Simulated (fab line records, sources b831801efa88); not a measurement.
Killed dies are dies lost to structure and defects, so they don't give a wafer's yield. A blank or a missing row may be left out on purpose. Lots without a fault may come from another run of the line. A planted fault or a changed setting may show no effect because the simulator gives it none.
fab line records | flow sky130
record lots=11 wafers=33 last_day=51
route steps=708 shown METAL4@630 PASSIVATION@682 PAD_OPEN@702
lots that met no fault: from a run of the same line without faults
start_h: hours from the record's first day to the start of the lot's first wafer shown | wait_h: hours since the lot's step before | " the same as in the row above | L1.1+2: a row that stands for several wafers | - no value, or no start given | * or withheld: withheld | < > ~ a bound
route shown NAME@n: a module of which the file shows steps, and the number in the route of the first | usual: mean/standard deviation of fault-free wafers | same: alike in all rows | chamber/n: place in a boat | sites: the reading at each site | _std_site: their standard deviation | _edge_site: outer sites' mean less inner sites' | radius_mm: how far each site lies from the wafer's centre | mask NAME#n: copy n | behind: the tool/chamber that last shaped the wafer | hold: why the lot was held/for how many hours/how that ended | device: the transistor (n, p or np) that didn't switch | end of line: the same wafers' tests at the end of the route | a step without rows: its recipe alone | killed: dies lost to structure and defects at the first sort, not the wafer's yield | map: a wafer's dies, x killed, . not, _ none there
set.NAME: the setting as run; set.NAME@STEP: as run at that earlier step | model.NAME: the simulator's own value behind a step, which no gauge read
steps of the route over a sample of lots; a table a step, a row a wafer
services: from which hour (start_h, from the record's first day; less than 0 if before it) a tool's chamber was out of use, for how many hours, and why
## steps
# step SKY_METAL4_OVL_MEAS_14
# usual METAL4_OVL=1/6
# columns lot.wafer tool chamber start_h wait_h METAL4_OVL[nm]
L203.2 overlay-02 - 1010.61 0.1 -5
L203.3 " - " " -8
L203.4 " - " " -3
L206.1 overlay-01 - 1021.99 0.1 4
L206.2 " - " " 3
L206.3 " - " " 3
L205.2 overlay-01 - 1024.71 0.1 -11
L205.5 " - " " -2
L205.6 " - " " -5
L207.1 overlay-02 - 1028.14 0.1 4
L207.4 " - " " 5
L207.5 " - " " 12
L209.3 overlay-02 - 1043.52 0.1 2
L209.4 " - " " 2
L209.6 " - " " 3
L212.1 overlay-01 - 1061.85 0.1 -4
L212.2 " - " " 0
L212.6 " - " " -8
L214.2 overlay-01 - 1077.85 0.1 2
L214.3 " - " " 4
L214.5 " - " " 3
L219.3 overlay-01 - 1103.27 0.1 1
L219.4 " - " " -4
L219.5 " - " " 1
L223.2 overlay-02 - 1121.06 0.1 -9
L223.4 " - " " -8
L223.5 " - " " -6
L225.1 overlay-02 - 1128.76 0.1 11
L225.2 " - " " 8
L225.5 " - " " 11
L226.1 overlay-01 - 1134.96 0.1 -7
L226.2 " - " " -12
L226.4 " - " " -6
# step SKY_PASSIVATION_THK_MEAS_01
# recipe reads=SiO2_of_PASSIVATION_CVD_00
# usual PASSIVATION_CVD_00_THK=90.1/1.2
# columns lot.wafer tool chamber start_h wait_h PASSIVATION_CVD_00_THK[nm]
L203.2 film_metro-03 - 1055.86 - 87.8
L203.3 " - " " 90.0
L203.4 " - " " 90.1
L206.1 film_metro-03 - 1068.39 - 91.0
L206.2 " - " " 90.7
L206.3 " - " " 89.6
L205.2 film_metro-01 - 1071.13 - 89.5
L205.5 " - " " 90.9
L205.6 " - " " 90.8
L207.1 film_metro-03 - 1074.02 - 90.2
L207.4 " - " " 91.6
L207.5 " - " " 91.6
L209.3 film_metro-01 - 1092.96 - 88.9
L209.4 " - " " 91.7
L209.6 " - " " 91.2
L212.1 film_metro-01 - 1108.83 - 90.5
L212.2 " - " " 89.7
L212.6 " - " " 91.6
L214.2 film_metro-03 - 1122.34 - 89.8
L214.3 " - " " 90.5
L214.5 " - " " 91.8
L219.3 film_metro-01 - 1146.00 - 88.6
L219.4 " - " " 91.3
L219.5 " - " " 91.3
L223.2 film_metro-01 - 1163.62 - 88.8
L223.4 " - " " 90.5
L223.5 " - " " 90.6
L225.1 film_metro-01 - 1170.60 - 90.1
L225.2 " - " " 90.3
L225.5 " - " " 90.5
L226.1 film_metro-03 - 1176.20 - 89.7
L226.2 " - " " 87.8
L226.4 " - " " 89.8
# step SKY_PASSIVATION_CVD_02
# recipe material=Si3N4 target_thk_nm=540 temp_c=400 time_s=withheld rf_w=450
# usual heater_power_w=745/76
# columns lot.wafer tool chamber start_h wait_h heater_power_w
L203.2 pecvd-02 2 1055.91 0.0 797
L203.3 " 1 " " 787
L203.4 " 2 " " 835
L206.1 pecvd-02 0 1068.45 0.1 720
L206.2 " 1 " " 747
L206.3 " 2 " " 779
L205.2 pecvd-01 1 1071.18 0.0 798
L205.5 " 2 " " 805
L205.6 " 1 " " 835
L207.1 pecvd-03 1 1074.08 0.1 696
L207.4 " 2 " " 736
L207.5 " 1 " " 720
L209.3 pecvd-01 0 1093.00 0.0 801
L209.4 " 1 " " 805
L209.6 " 2 " " 760
L212.1 pecvd-02 2 1108.89 0.1 695
L212.2 " 0 " " 655
L212.6 " 2 " " 749
L214.2 pecvd-02 1 1122.39 0.0 676
L214.3 " 0 " " 658
L214.5 " 2 " " 822
L219.3 pecvd-01 0 1146.04 0.0 878
L219.4 " 2 " " 818
L219.5 " 1 " " 820
L223.2 pecvd-03 2 1163.67 0.0 756
L223.4 " 1 " " 829
L223.5 " 2 " " 611
L225.1 pecvd-03 1 1170.66 0.1 728
L225.2 " 0 " " 695
L225.5 " 2 " " 609
L226.1 pecvd-01 0 1176.26 0.1 799
L226.2 " 1 " " 732
L226.4 " 1 " " 760
# step SKY_PASSIVATION_THK_MEAS_03
# recipe reads=Si3N4_of_PASSIVATION_CVD_02
# usual PASSIVATION_CVD_02_THK=540/7.3
# columns lot.wafer tool chamber start_h wait_h PASSIVATION_CVD_02_THK[nm]
L203.2 film_metro-02 - 1056.15 - 544
L203.3 " - " " 535
L203.4 " - " " 556
L206.1 film_metro-01 - 1068.68 - 538
L206.2 " - " " 542
L206.3 " - " " 543
L205.2 film_metro-02 - 1071.42 - 539
L205.5 " - " " 545
L205.6 " - " " 553
L207.1 film_metro-02 - 1074.30 - 529
L207.4 " - " " 537
L207.5 " - " " 543
L209.3 film_metro-01 - 1093.25 - 539
L209.4 " - " " 552
L209.6 " - " " 542
L212.1 film_metro-02 - 1109.12 - 545
L212.2 " - " " 471
L212.6 " - " " 553
L214.2 film_metro-02 - 1122.63 - 533
L214.3 " - " " 472
L214.5 " - " " 540
L219.3 film_metro-03 - 1146.29 - 538
L219.4 " - " " 544
L219.5 " - " " 543
L223.2 film_metro-02 - 1163.90 - 534
L223.4 " - " " 544
L223.5 " - " " 547
L225.1 film_metro-03 - 1170.89 - 521
L225.2 " - " " 524
L225.5 " - " " 535
L226.1 film_metro-03 - 1176.49 - 537
L226.2 " - " " 528
L226.4 " - " " 539
# step SKY_PASSIVATION_ETCH_11
# recipe chemistry=CF4/O2 target_depth_nm=725 stop_on=AlCu source_w=800 bias_w=150 pressure_mtorr=150 cf4_flow_sccm=80 O2_flow_sccm=10 time_s=161.1
# usual drypump_motor_current_A=5.8/0.36 oes_product_au=0.977/0.0074 throttle_valve_pct=5.964/0.0094
# columns lot.wafer tool chamber start_h wait_h drypump_motor_current_A oes_product_au rf_hours_counter_h throttle_valve_pct
L203.2 rie_diel-01 1 1078.09 - 6.1 0.976 22 5.964
L203.3 " 3 " " 5.3 0.973 11 5.978
L203.4 " 0 " " 5.9 0.982 25 5.974
L206.1 rie_diel-03 1 1089.74 - 6.4 0.982 14 5.966
L206.2 " 0 " " 6.1 0.981 10 5.943
L206.3 " 3 " " 5.4 0.977 11 5.957
L205.2 rie_diel-02 1 1092.41 - 5.4 0.975 0 5.955
L205.5 " 0 " " 5.9 0.980 - 5.964
L205.6 " 1 " " 5.4 0.989 - 5.975
L207.1 rie_diel-01 1 1096.49 - 6.0 0.972 23 5.971
L207.4 " 0 " " 5.9 0.982 26 5.962
L207.5 " 2 " " 6.2 0.979 - 5.968
L209.3 rie_diel-03 3 1113.49 - 5.4 0.977 12 5.963
L209.4 " 3 " " 5.4 0.979 - 5.971
L209.6 " 0 " " 6.1 0.971 - 5.964
L212.1 rie_diel-01 1 1128.99 - 6.1 0.977 24 5.965
L212.2 " 2 " " 6.2 0.917 26 5.949
L212.6 " 3 " " 5.3 0.994 - 5.976
L214.2 rie_diel-01 1 1141.34 - 6.1 0.978 24 5.960
L214.3 " 0 " " 5.9 0.916 27 5.925
L214.5 " 0 " " 5.9 0.980 - 5.967
L219.3 rie_diel-02 2 1165.44 - 5.6 0.980 14 5.974
L219.4 " 1 " " 5.4 0.984 3 5.977
L219.5 " 3 " " 5.5 0.981 - 5.949
L223.2 rie_diel-03 1 1180.64 - 6.3 0.979 17 5.948
L223.4 " 0 " " 6.1 0.975 13 5.979
L223.5 " 1 " " 6.4 0.983 - 5.959
L225.1 rie_diel-03 3 1188.46 - 5.4 0.972 15 5.948
L225.2 " 2 " " 5.6 0.967 2 5.970
L225.5 " 3 " " 5.4 0.978 - 5.964
L226.1 rie_diel-01 1 1193.64 - 6.1 0.972 27 5.954
L226.2 " 0 " " 5.9 0.957 30 5.959
L226.4 " 2 " " 6.3 0.983 28 5.964
# step SKY_PAD_OPEN_STRIP_08
# recipe chemistry=O2/N2 power_w=1400 pressure_mtorr=1500 platen_temp_c=withheld overash_fraction=0.7 o2_flow_sccm=3000 n2_flow_sccm=300
# usual drypump_motor_current_A=5.9/0.61 oes_product_au=0.663/0.0045 strip_time_to_endpoint_s=37.05/0.098
# columns lot.wafer tool chamber start_h wait_h drypump_motor_current_A oes_product_au rf_hours_counter_h strip_time_to_endpoint_s
L203.2 plasma_asher-03 1 1099.78 0.1 6.8 0.661 3 37.28
L203.3 " 1 " " 6.8 0.661 - 37.15
L203.4 " 0 " " 5.9 0.661 - 37.11
L206.1 plasma_asher-01 0 1110.18 0.1 5.1 0.677 100 37.12
L206.2 " 1 " " 5.6 0.656 100 37.11
L206.3 " 1 " " 5.6 0.663 - 37.15
L205.2 plasma_asher-03 1 1113.24 0.1 6.8 0.668 5 37.06
L205.5 " 0 " " 5.9 0.663 - 37.10
L205.6 " 1 " " 6.8 0.666 - 37.23
L207.1 plasma_asher-04 1 1117.19 0.1 6.3 0.663 34 37.01
L207.4 " 0 " " 6.5 0.665 - 36.90
L207.5 " 0 " " 6.5 0.664 - 36.88
L209.3 plasma_asher-01 1 1132.66 0.1 5.6 0.670 - 37.09
L209.4 " 0 " " 5.1 0.654 - 37.19
L209.6 " 0 " " 5.2 0.661 - 37.14
L212.1 plasma_asher-01 0 1147.94 0.1 5.1 0.664 103 36.94
L212.2 " 1 " " 5.6 0.660 103 37.09
L212.6 " 1 " " 5.6 0.659 - 37.04
L214.2 plasma_asher-01 1 1159.68 0.1 5.6 0.668 104 37.00
L214.3 " 0 " " 5.1 0.661 - 37.08
L214.5 " 0 " " 5.1 0.665 - 36.98
L219.3 plasma_asher-01 0 1183.38 0.1 5.2 0.662 - 37.11
L219.4 " 1 " " 5.6 0.667 - 37.02
L219.5 " 0 " " 5.2 0.666 - 37.01
L223.2 plasma_asher-03 0 1196.94 0.1 5.9 0.669 13 37.14
L223.4 " 1 " " 6.8 0.664 - 37.16
L223.5 " 0 " " 5.9 0.665 - 37.24
L225.1 plasma_asher-01 0 1204.74 0.1 5.1 0.665 109 36.87
L225.2 " 1 " " 5.6 0.659 109 36.82
L225.5 " 1 " " 5.6 0.673 - 36.85
L226.1 plasma_asher-01 0 1209.69 0.1 5.1 0.666 109 37.15
L226.2 " 1 " " 5.6 0.669 109 37.07
L226.4 " 1 " " 5.6 0.664 - 37.02
# step SKY_PAD_OPEN_PROBE_99
# usual defect_limited_yield=82.1/2 killed_at_M0_to_M3=43/6.4 killed_at_M4_up=3.2/1.8 killed_at_contacts=25/5.5 killed_at_front_end=16/5.2 killed_at_other=0.3/0.49 killed_dies=88/10 killed_open=48/7 killed_short=40/7.1 sort_bin_3_pad_short=0.9/0.42 sort_bin_5_function=10.5/1.6 sort_bin_6_memory=6.5/1.2 sort_n_pass=404/10 sort_yield_pct=82.1/2
# same gross_dies=492 killed_at_back_side=0 sort_bin_4_leakage[%]=0 sort_bin_8_speed[%]=0
# columns lot.wafer tool chamber start_h wait_h defect_limited_yield[%] killed_at_M0_to_M3 killed_at_M4_up killed_at_contacts killed_at_front_end killed_at_other killed_dies killed_open killed_short sort_bin_3_pad_short[%] sort_bin_5_function[%] sort_bin_6_memory[%] sort_n_pass sort_yield_pct[%]
L203.2 prober-01 - 1102.08 0.1 84.1 51 2 17 8 0 78 39 39 0.6 10.2 5.1 414 84.1
L203.3 prober-01 - 1102.13 0.2 81.1 35 8 34 15 1 93 58 35 1.2 10.8 6.9 399 81.1
L203.4 prober-01 - 1102.18 0.2 81.5 49 3 32 7 0 91 47 44 1.0 10.4 7.1 401 81.5
L223.2 prober-02 - 1199.21 0.1 81.3 54 0 19 19 0 92 53 39 0.8 10.8 7.1 400 81.3
L223.4 prober-02 - 1199.31 0.2 83.3 40 6 23 13 0 82 40 42 1.4 10.8 4.5 410 83.3
L223.5 prober-02 - 1199.36 0.2 82.5 50 4 20 11 1 86 42 44 0.6 11.0 5.9 406 82.5
# killed by level:class
L203.2 VIA1:geometric_particle:open=9 METAL2:geometric_particle:short=9 CONTACT:geometric_particle:open=8 VIA1:geometric_particle:short=7 LI_CONTACT:geometric_particle:open=5 METAL1:geometric_particle:short=5 VIA3:geometric_particle:short=5 VIA3:geometric_particle:open=5
L203.3 CONTACT:geometric_particle:open=14 VIA1:geometric_particle:open=12 POLY_GATE:geometric_particle:open=6 LI_CONTACT:geometric_particle:open=6 CONTACT:geometric_particle:short=5 LOCAL_INTERCONNECT:geometric_particle:short=4 VIA3:geometric_particle:short=4 VIA1:geometric_particle:short=4
L203.4 VIA1:geometric_particle:open=10 CONTACT:geometric_particle:short=9 CONTACT:geometric_particle:open=9 VIA3:geometric_particle:open=9 METAL1:geometric_particle:short=7 LI_CONTACT:geometric_particle:open=6 VIA3:geometric_particle:short=4 LOCAL_INTERCONNECT:geometric_particle:short=4
L223.2 VIA1:geometric_particle:open=14 CONTACT:geometric_particle:open=13 VIA2:geometric_particle:open=9 VIA1:geometric_particle:short=7 METAL1:geometric_particle:short=6 FIELD_ISO:geometric_particle:open=5 METAL2:geometric_particle:short=5 VIA2:geometric_particle:short=5
L223.4 VIA1:geometric_particle:open=7 LI_CONTACT:geometric_particle:open=6 CONTACT:geometric_particle:open=6 VIA3:geometric_particle:open=6 METAL4:geometric_particle:short=5 VIA1:geometric_particle:short=5 METAL2:geometric_particle:short=5 VIA2:geometric_particle:open=5
L223.5 METAL1:geometric_particle:short=10 LI_CONTACT:geometric_particle:open=7 VIA3:geometric_particle:open=7 VIA2:geometric_particle:open=7 CONTACT:geometric_particle:short=6 METAL2:geometric_particle:short=6 CONTACT:geometric_particle:open=5 VIA1:geometric_particle:short=4
## services
# columns tool chamber start_h hours kind
pecvd-01 1 1042.12 2.1 scheduled_down
plasma_asher-03 - 1055.25 9.0 pm
plasma_asher-03 - 1060.51 4.1 repair
pecvd-03 2 1070.91 2.9 repair
rie_diel-01 3 1081.72 10.1 repair
rie_diel-03 0 1102.90 1.5 repair
rie_diel-03 2 1105.06 - clean
rie_diel-03 2 1105.06 14.4 scheduled_down
rie_diel-03 2 1105.06 14.4 vent_cycle
pecvd-01 - 1112.87 1.3 repair
pecvd-01 2 1118.06 5.5 scheduled_down
pecvd-02 2 1124.47 11.4 repair
pecvd-02 1 1128.05 2.1 scheduled_down
pecvd-03 2 1136.11 3.2 repair
pecvd-03 0 1139.15 5.2 repair
rie_diel-02 - 1139.91 1.6 repair
pecvd-01 0 1140.46 5.5 scheduled_down
rie_diel-03 2 1151.04 10.2 repair
rie_diel-01 - 1154.01 14.6 pm
pecvd-01 0 1162.78 2.1 scheduled_down
rie_diel-01 - 1168.61 2.8 pm
rie_diel-03 - 1178.61 1.5 repair
pecvd-02 0 1187.80 5.1 repair
rie_diel-03 - 1198.99 0.3 repair
## key
first_sign step=SKY_PASSIVATION_THK_MEAS_03 reading=PASSIVATION_CVD_02_THK direction=down sigmas=9.3 usual=540 struck=471
effect step=SKY_PASSIVATION_ETCH_11 reading=oes_product_au direction=down sigmas=8.2 usual=0.977 struck=0.917
met_at SKY_PASSIVATION_CVD_02
struck_lots L212,L214
struck_wafers L212.2,L214.3
not_acting_at SKY_METAL4_OVL_MEAS_14,SKY_PASSIVATION_THK_MEAS_01,SKY_PAD_OPEN_STRIP_08
onset_between 1068.45 1108.89
fault kind=site_profile_drift tool=pecvd-02 chamber=0 onset_h=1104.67 steps=SKY_PASSIVATION_CVD_02 basis=fraction max_abs_drift=0.288 slope_share_per_hr=64 site_pattern=0,0,0,0,0,-1,-1,-1,-1
